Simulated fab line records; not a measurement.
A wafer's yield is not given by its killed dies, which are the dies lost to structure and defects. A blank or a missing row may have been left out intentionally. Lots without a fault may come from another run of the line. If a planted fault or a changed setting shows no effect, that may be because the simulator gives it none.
Which tool did it?	flow sky130	72 wafers from 24 lots sampled at 6 of the route's 708 steps

## WHAT EACH GAUGE READ, for each wafer
SKY_LI_CONTACT_OVL_MEAS_13.
lot	measured	on	LI_CONTACT_OVL (nm)
L074	day 28 22:21	overlay-01	2 5 -6
L075	day 29 08:02	overlay-02	-5 -11 -11
L076	day 29 12:17	overlay-01	-6 1 -5
L077	day 30 02:45	overlay-02	3 10 18
L078	day 30 12:00	overlay-02	4 1 2
L079	day 30 13:59	overlay-02	-6 -13 0
L080	day 31 06:29	overlay-01	2 -4 3
L081	day 31 14:26	overlay-02	9 3 -3
L082	day 31 20:07	overlay-01	12 4 12
L083	day 32 04:08	overlay-01	-9 -2 -2
L084	day 32 12:33	overlay-01	0 -4 -9
L085	day 32 21:08	overlay-02	19 13 8
L086	day 33 08:21	overlay-01	3 2 -4
L087	day 33 20:04	overlay-02	4 -4 6
L089	day 34 00:53	overlay-02	-4 -6 -1
L088	day 34 02:09	overlay-01	-11 -6 -3
L091	day 34 19:47	overlay-01	21 8 16
L092	day 34 22:09	overlay-01	2 6 4
L090	day 34 22:30	overlay-01	2 3 -4
L093	day 35 05:26	overlay-02	-4 -9 11
L094	day 35 12:06	overlay-02	8 7 8
L095	day 35 22:38	overlay-02	-16 -14 -13
L096	day 36 01:15	overlay-02	3 -4 -9
L097	day 36 09:30	overlay-01	-5 1 1

SKY_VIA2_THK_MEAS_23: measures by xrf.
lot	measured	on	VIA2_W_THK (nm)
L074	day 36 04:00	film_metro-04	433 429 425
L075	day 36 12:41	film_metro-03	417 423 422
L076	day 36 15:23	film_metro-03	430 423 434
L077	day 37 06:23	film_metro-04	420 434 427
L078	day 37 13:59	film_metro-03	420 425 425
L079	day 37 16:07	film_metro-03	431 430 435
L080	day 38 08:14	film_metro-04	420 423 426
L081	day 38 15:50	film_metro-03	421 427 424
L082	day 38 20:43	film_metro-01	434 441 433
L083	day 39 05:13	film_metro-04	428 422 425
L084	day 39 11:43	film_metro-04	423 422 429
L085	day 39 21:14	film_metro-03	428 431 433
L086	day 40 05:20	film_metro-04	421 423 424
L087	day 40 17:58	film_metro-04	418 420 415
L089	day 40 21:02	film_metro-03	435 423 424
L088	day 41 00:12	film_metro-04	421 421 427
L091	day 41 16:16	film_metro-03	427 424 428
L092	day 41 18:05	film_metro-01	434 434 432
L090	day 41 19:05	film_metro-04	435 431 433
L093	day 42 00:22	film_metro-04	426 426 429
L094	day 42 06:17	film_metro-04	423 424 423
L095	day 42 14:33	film_metro-01	426 426 433
L096	day 42 18:22	film_metro-04	427 422 429
L097	day 43 00:35	film_metro-04	428 433 434

SKY_CAPM_THK_MEAS_04: measures by xrf.
lot	measured	on	CAPM_TIN_THK (nm)
L074	day 36 04:50	film_metro-04	203.4 203.9 204.5
L075	day 36 13:30	film_metro-02	200.8 201.0 201.3
L076	day 36 16:13	film_metro-02	202.9 205.2 205.3
L077	day 37 07:13	film_metro-04	206.2 205.2 205.7
L078	day 37 15:10	film_metro-04	206.1 203.2 207.6
L079	day 37 16:57	film_metro-03	203.7 204.7 203.4
L080	day 38 09:04	film_metro-04	208.8 208.8 206.4
L081	day 38 16:39	film_metro-03	203.0 205.8 204.0
L082	day 38 21:32	film_metro-04	204.4 202.5 206.3
L083	day 39 06:02	film_metro-03	207.9 207.3 205.9
L084	day 39 12:37	film_metro-02	201.8 206.7 201.9
L085	day 39 22:04	film_metro-02	205.7 202.7 203.7
L086	day 40 06:10	film_metro-04	202.5 204.8 205.0
L087	day 40 18:47	film_metro-02	203.0 203.5 202.4
L089	day 40 21:51	film_metro-04	206.2 206.2 206.3
L088	day 41 01:01	film_metro-04	206.2 204.3 206.0
L091	day 41 17:05	film_metro-04	205.7 208.3 205.1
L092	day 41 18:56	film_metro-03	206.0 206.6 208.6
L090	day 41 20:06	film_metro-04	205.1 204.8 204.9
L093	day 42 01:11	film_metro-03	207.8 211.2 207.9
L094	day 42 07:08	film_metro-03	207.0 208.7 209.0
L095	day 42 15:23	film_metro-02	203.4 205.6 203.5
L096	day 42 19:11	film_metro-04	206.4 205.0 204.0
L097	day 43 01:25	film_metro-03	209.5 208.8 210.1

## EACH LOT AND THE TOOL THAT RAN IT (in order: tool; ch and the chambers of the sampled wafers; start)
lot	SKY_VIA1_CMP_24	SKY_VIA2_ETCH_15	SKY_VIA2_SPUTTER_20
L074	cmp-01 ch 0,1,2, day 33 18:55	rie_diel-03 ch 0,2,3, day 36 03:01	pvd_sputter-04, day 36 03:41
L075	cmp-02 ch 0,2,3, day 34 04:06	rie_diel-01 ch 0,1,3, day 36 11:43	pvd_sputter-03, day 36 12:22
L076	cmp-01 ch 0,1,3, day 34 08:24	rie_diel-01 ch 0,1,2, day 36 14:25	pvd_sputter-03, day 36 15:04
L077	cmp-02 ch 0,1,3, day 34 22:03	rie_diel-01 ch 0,1,3, day 37 05:25	pvd_sputter-04, day 37 06:04
L078	cmp-01 ch 0,2, day 35 06:43	rie_diel-03 ch 0,3, day 37 12:58	pvd_sputter-02, day 37 13:40
L079	cmp-02 ch 1,2,3, day 35 07:25	rie_diel-02 ch 2,3, day 37 15:07	pvd_sputter-04, day 37 15:49
L080	cmp-02 ch 0,1,3, day 36 00:51	rie_diel-03 ch 1,2,3, day 38 07:16	pvd_sputter-04, day 38 07:56
L081	cmp-01 ch 0,2,3, day 36 08:02	rie_diel-02 ch 0,2,3, day 38 14:52	pvd_sputter-04, day 38 15:31
L082	cmp-01 ch 0,1,2, day 36 13:05	rie_diel-02 ch 1,2,3, day 38 19:45	pvd_sputter-03, day 38 20:23
L083	cmp-02 ch 0,2,3, day 36 22:32	rie_diel-03 ch 0,1,3, day 39 04:10	pvd_sputter-02, day 39 04:55
L084	cmp-01 ch 0,3, day 37 05:32	rie_diel-01 ch 0,2,3, day 39 10:43	pvd_sputter-02, day 39 11:23
L085	cmp-01 ch 0,1,3, day 37 14:44	rie_diel-01 ch 1,3, day 39 20:16	pvd_sputter-04, day 39 20:56
L086	cmp-01 ch 0,2,3, day 38 00:06	rie_diel-03 ch 0,1,2, day 40 04:19	pvd_sputter-02, day 40 05:01
L087	cmp-02 ch 2,3, day 38 12:14	rie_diel-02 ch 2,3, day 40 16:58	pvd_sputter-04, day 40 17:37
L089	cmp-02 ch 0,2,3, day 38 16:11	rie_diel-03 ch 0,1,2, day 40 20:04	pvd_sputter-03, day 40 20:43
L088	cmp-02 ch 0,3, day 38 18:48	rie_diel-01 ch 1,3, day 40 23:13	pvd_sputter-02, day 40 23:52
L091	cmp-01 ch 2,3, day 39 11:32	rie_diel-03 ch 1,2,3, day 41 15:10	pvd_sputter-04, day 41 15:50
L092	cmp-02 ch 0,1,2, day 39 14:30	rie_diel-01 ch 1,2, day 41 17:07	pvd_sputter-03, day 41 17:47
L090	cmp-02 ch 2,3, day 39 15:06	rie_diel-02 ch 0,1, day 41 17:58	pvd_sputter-02, day 41 18:38
L093	cmp-01 ch 0,1,3, day 39 20:45	rie_diel-02 ch 1,2,3, day 41 23:22	pvd_sputter-02, day 42 00:02
L094	cmp-02 ch 1,2,3, day 40 03:24	rie_diel-03 ch 2,3, day 42 05:19	pvd_sputter-03, day 42 05:58
L095	cmp-02 ch 0,1, day 40 12:33	rie_diel-03 ch 1,3, day 42 13:34	pvd_sputter-03, day 42 14:14
L096	cmp-02 ch 1,3, day 40 15:41	rie_diel-02 ch 0,1,3, day 42 17:19	pvd_sputter-03, day 42 18:02
L097	cmp-02 ch 0,2, day 40 22:17	rie_diel-03 ch 0,2, day 42 23:37	pvd_sputter-03, day 43 00:16
- SKY_VIA1_CMP_24: polishes, stops on SiO2, t overpolish 15 s, target thk 0 nm.
- SKY_VIA2_ETCH_15: etches SiO2 in C4F8/O2/Ar, stops on TiN, target depth 546 nm, time 84 s.
- SKY_VIA2_SPUTTER_20: material TiN, target thk 20 nm, time 80 s.

## WHAT THE TOOLS THEMSELVES READ (means of the sampled wafers that have a number; where no wafer has one, the mark that the record gives instead)
SKY_VIA1_CMP_24.
lot	tool	edge_zone_pressure_frac	motor_current_A (A)	overpolish_run_s (s)	time_to_endpoint_s (s)
L074	cmp-01	1.002	10.9	14.999	60
L075	cmp-02	1.000	12.7	15.012	64
L076	cmp-01	0.997	10.6	15.004	60
L077	cmp-02	1.003	11.6	14.993	62
L078	cmp-01	0.997	11.5	14.995	63
L079	cmp-02	1.000	12.4	14.998	59
L080	cmp-02	1.002	11.8	15.004	57
L081	cmp-01	1.001	11.3	14.984	65
L082	cmp-01	1.001	11.2	15.010	64
L083	cmp-02	1.001	12.1	14.994	62
L084	cmp-01	1.001	10.5	15.000	59
L085	cmp-01	1.003	10.4	14.996	64
L086	cmp-01	0.998	10.4	14.997	66
L087	cmp-02	1.006	13.4	14.999	61
L089	cmp-02	1.003	12.4	15.002	60
L088	cmp-02	0.996	12.8	14.991	62
L091	cmp-01	0.997	10.8	15.010	66
L092	cmp-02	0.997	11.5	14.998	59
L090	cmp-02	0.997	13.0	14.997	59
L093	cmp-01	0.997	10.8	14.992	64
L094	cmp-02	0.998	12.5	14.997	60
L095	cmp-02	1.002	11.1	14.999	60
L096	cmp-02	1.004	11.8	15.006	57
L097	cmp-02	1.001	11.3	14.997	62

SKY_VIA2_ETCH_15.
lot	tool	oes_product_au (a.u.)
L074	rie_diel-03	0.953
L075	rie_diel-01	0.946
L076	rie_diel-01	0.951
L077	rie_diel-01	0.944
L078	rie_diel-03	0.952
L079	rie_diel-02	0.948
L080	rie_diel-03	0.947
L081	rie_diel-02	0.946
L082	rie_diel-02	0.950
L083	rie_diel-03	0.953
L084	rie_diel-01	0.953
L085	rie_diel-01	0.952
L086	rie_diel-03	0.943
L087	rie_diel-02	0.955
L089	rie_diel-03	0.947
L088	rie_diel-01	0.950
L091	rie_diel-03	0.948
L092	rie_diel-01	0.945
L090	rie_diel-02	0.953
L093	rie_diel-02	0.946
L094	rie_diel-03	0.953
L095	rie_diel-03	0.944
L096	rie_diel-02	0.946
L097	rie_diel-03	0.945

SKY_VIA2_SPUTTER_20.
lot	tool	throttle_valve_pct (%)
L074	pvd_sputter-04	30.2
L075	pvd_sputter-03	30.3
L076	pvd_sputter-03	29.9
L077	pvd_sputter-04	30.0
L078	pvd_sputter-02	29.9
L079	pvd_sputter-04	29.7
L080	pvd_sputter-04	30.5
L081	pvd_sputter-04	30.4
L082	pvd_sputter-03	29.9
L083	pvd_sputter-02	30.8
L084	pvd_sputter-02	31.4
L085	pvd_sputter-04	30.4
L086	pvd_sputter-02	31.3
L087	pvd_sputter-04	30.3
L089	pvd_sputter-03	29.2
L088	pvd_sputter-02	30.0
L091	pvd_sputter-04	30.6
L092	pvd_sputter-03	29.8
L090	pvd_sputter-02	30.5
L093	pvd_sputter-02	31.3
L094	pvd_sputter-03	29.8
L095	pvd_sputter-03	29.7
L096	pvd_sputter-03	29.9
L097	pvd_sputter-03	29.2

## THE ANSWER, worked out from the rows above alone
Rule: the lots themselves supply what counts as usual. The widest of any qualifying gaps counts: lots, ordered by their means at a reading, are off when they make up no more than a third of the lots, leave a main group of 4 or more, and stand apart from it by 3 or more times the standard deviation of that group's means. If all means in a main group match to the digits the tables above print for the reading, that group is not used. A lot without any number at a reading at which 4 lots or more have one is off too. Where the step has rows for the other lots, those lots are counted as sound. The gauges are gone through in route order, then the tools' own readings, and for those a lot's mean is taken as printed above. At the first step where some lot is off, the reading lying furthest off is the one used; lots without a number count as furthest.
Nothing can be told from this: no lot is off at any reading shown.

## WHAT THE SIMULATOR PUT IN
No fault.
